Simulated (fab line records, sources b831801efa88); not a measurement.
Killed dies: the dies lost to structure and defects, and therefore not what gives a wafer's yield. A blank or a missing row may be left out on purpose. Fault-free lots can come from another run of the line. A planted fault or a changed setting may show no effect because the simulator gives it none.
Which of the tools did it? || flow gf180mcu || Sampling: 6 lots, 18 wafers, 3 of 602 route steps

== WHAT EACH GAUGE READ, for each wafer ==
GF_V1_CD_MEAS_14 targets a cd of 260 nm.
{"lot": "L936", "measured": "day 18 17:50", "on": "cd-sem-02", "cd-nm (nm)": "260.7 260.7 260.1"}
{"lot": "L939", "measured": "day 20 05:56", "on": "cd-sem-02", "cd-nm (nm)": "261.1 261.5 261.1"}
{"lot": "L943", "measured": "day 21 13:18", "on": "cd-sem-01", "cd-nm (nm)": "260.4 259.2 259.7"}
{"lot": "L950", "measured": "day 24 03:42", "on": "cd-sem-01", "cd-nm (nm)": "234.2 233.3 233.3"}
{"lot": "L952", "measured": "day 24 19:44", "on": "cd-sem-01", "cd-nm (nm)": "261.3 261.4 262.2"}
{"lot": "L954", "measured": "day 25 05:27", "on": "cd-sem-02", "cd-nm (nm)": "259.8 261.0 261.1"}

== TOOL THAT RAN EACH LOT (tool first, then ch and the chambers of the sampled wafers, then the start) ==
{"lot": "L936", "GF_M1_STRIP_17": "plasma-asher-03 ch 0,1, day 17 16:46", "GF_V1_SOFTBAKE_10": "litho-track-01 ch 0, day 18 05:00"}
{"lot": "L939", "GF_M1_STRIP_17": "plasma-asher-04 ch 0,1, day 19 04:44", "GF_V1_SOFTBAKE_10": "litho-track-04 ch 0, day 19 18:00"}
{"lot": "L943", "GF_M1_STRIP_17": "plasma-asher-02 ch 0,1, day 20 12:08", "GF_V1_SOFTBAKE_10": "litho-track-03 ch 0, day 21 01:00"}
{"lot": "L950", "GF_M1_STRIP_17": "plasma-asher-04 ch 1, day 23 03:49", "GF_V1_SOFTBAKE_10": "litho-track-04 ch 0, day 23 16:00"}
{"lot": "L952", "GF_M1_STRIP_17": "plasma-asher-04 ch 0,1, day 23 20:49", "GF_V1_SOFTBAKE_10": "litho-track-03 ch 0, day 24 08:00"}
{"lot": "L954", "GF_M1_STRIP_17": "plasma-asher-02 ch 0,1, day 24 06:36", "GF_V1_SOFTBAKE_10": "litho-track-03 ch 0, day 24 18:00"}
- GF_M1_STRIP_17: strips in O2/N2.
- GF_V1_SOFTBAKE_10: time 60 s.

== THE ANSWER, worked out from the rows above alone ==
Rule: the lots themselves supply what counts as usual. Put in order of their means at a reading, lots are off if they are a third of the lots or fewer, leave a main group of 4 or more, and stand apart from it by a gap of 3 or more times the standard deviation of the main group's means; of several such gaps the widest counts. Not used: any main group whose means are identical at the precision the tables above print for the reading. Also off: a lot with no number at a reading for which 4 or more lots have one. Where the step has rows for the other lots, those lots are counted as sound.
Off, at GF_V1_CD_MEAS_14 on cd-nm: L950. The main group: mean 260.8 nm, standard deviation 0.64.
A tool fits if, at a process step before that reading, it ran every lot that is off, and no sound lot after the first of them. Gauges at GF_V1_CD_MEAS_14: tried the same way as those tools. One candidate fits, namely litho-track-04 at GF_V1_SOFTBAKE_10. A fault onset in the window from L939 (day 19 18:00, its last sound lot) to L950 (day 23 16:00, its first lot off) fits.

== WHAT THE SIMULATOR HAD PUT IN ==
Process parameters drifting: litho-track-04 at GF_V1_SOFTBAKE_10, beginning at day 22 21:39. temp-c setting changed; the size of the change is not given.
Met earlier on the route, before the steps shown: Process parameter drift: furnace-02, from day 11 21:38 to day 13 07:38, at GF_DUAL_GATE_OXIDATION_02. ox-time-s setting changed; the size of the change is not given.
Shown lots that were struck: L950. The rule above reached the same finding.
